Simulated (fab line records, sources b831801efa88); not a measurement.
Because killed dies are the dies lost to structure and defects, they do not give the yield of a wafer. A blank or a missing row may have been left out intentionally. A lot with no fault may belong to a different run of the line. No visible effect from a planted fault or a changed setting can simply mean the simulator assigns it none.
Problem report in the 8D (eight disciplines) form, filled by code -- flow sfq-line -- the parts of the form that need people (team, actions taken, sign-off) are left out

## 1. THE ISSUE
Wafers with no fault read 182.3 W with a standard deviation of 0.62, whereas rf-fwd-power-W at SFQ_TRILAYER_I3_DEP_PECVD_081 reads a mean of 211.9 W on 1 wafer of 1 lot. Measured from the usual mean, that is +48 standard deviations.
The step: deposits SiO2 from SiH4/N2O, time 111.11 s, target thk 500 nm.
First observed at day 39 00:54: wafer L695.2, on pecvd-03. The record holds 15 wafers of 5 lots with a number at this step. The rule behind "out" and "out of limits": a value lying over 4 standard deviations away from the usual mean. All remaining wafers that have a number are taken as sound.

## 2. WHAT IT IS, WHAT IT ISN'T
question,is,is not
which readings at this step,rf-fwd-power-W,"heater-power-w, throttle-valve-pct"
which lots,L695,"L690, L700, L707, L709"
which wafers of those lots,L695.2,"L695.5, L695.6"
read on which tools,pecvd-03,"pecvd-02, pecvd-04"
when,from day 39 00:54,"up to then (5 sound wafers); but 9 sound wafers of L700, L707, L709 came after"

## 3. WHAT RULES OUT EACH SUSPECT
Counting: any tool at a process step up to the reading remains a suspect provided it ran every lot that is out. Sound lots after the first of them don't rule it out here, since some wafers of a struck lot are sound.
- rie-metal-01 at SFQ_TRILAYER_M3_BARC_OPEN_METAL_ETCH_100 (etches BARC in O2, target depth 125 nm, time 41.7 s): kept. It ran the lot that is out, L695 (day 38 23:56); its last sound lot up to then is L690 (day 32 19:36).
- rie-metal-01 at SFQ_TRILAYER_M3_ETCH_METAL_ETCH_078 (etches Nb in Cl2/Ar, stops on SiO2, target depth 240 nm, time 120 s): kept. It ran the lot that is out, L695 (day 39 00:00); its last sound lot up to then is L690 (day 32 19:40).
- rie-metal-01 at SFQ_TRILAYER_M3_STRIP_STRIP_079 (strips in O2): kept. It ran the lot that is out, L695 (day 39 00:07); its last sound lot up to then is L690 (day 32 19:47).
- pecvd-03 at SFQ_TRILAYER_I3_DEP_PECVD_081 (deposits SiO2 from SiH4/N2O, time 111.11 s, target thk 500 nm): kept. It ran the lot that is out, L695 (day 39 00:54). Out on those wafers are its own readings of rf-fwd-power-W.
- At SFQ_TRILAYER_I3_DEP_PECVD_081, inside pecvd-03: chamber 2 took the wafers that are out, while their sound lot-mates went through chambers 0, 1.
Left after counting: rie-metal-01 at SFQ_TRILAYER_M3_BARC_OPEN_METAL_ETCH_100, rie-metal-01 at SFQ_TRILAYER_M3_ETCH_METAL_ETCH_078, rie-metal-01 at SFQ_TRILAYER_M3_STRIP_STRIP_079, pecvd-03 at SFQ_TRILAYER_I3_DEP_PECVD_081.

## 4. THE CAUSE (what the simulator had put in)
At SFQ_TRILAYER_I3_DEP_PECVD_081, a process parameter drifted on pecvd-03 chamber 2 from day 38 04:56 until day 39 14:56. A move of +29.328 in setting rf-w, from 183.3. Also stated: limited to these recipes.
This tool is one of the 4 suspects left after counting.

## 5. THE CHAIN OF EFFECTS, in route order
Each row: a reading where the mean over the struck wafers with a number is more than 3 standard deviations away from the usual. Only readings for which the record gives a usual standard deviation are gone through. hours: the time from each lot's start at the first step in this table that gives one to its start at this step, as a median over the lots. sigmas: the change in usual standard deviations.
hours,step,reading,usual,on struck wafers,change,sigmas
0,SFQ_TRILAYER_I3_DEP_PECVD_081,rf-fwd-power-W,182.3 W,211.9,+29.6,+48
Process steps it contains:
- SFQ_TRILAYER_I3_DEP_PECVD_081: deposits SiO2 from SiH4/N2O, time 111.11 s, target thk 500 nm.

## 6. HOW IT WOULD HAVE BEEN CAUGHT EARLIER
20 hours passed between the start of the fault at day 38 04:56 and the first reading out of limits in this record, taken at day 39 00:54.
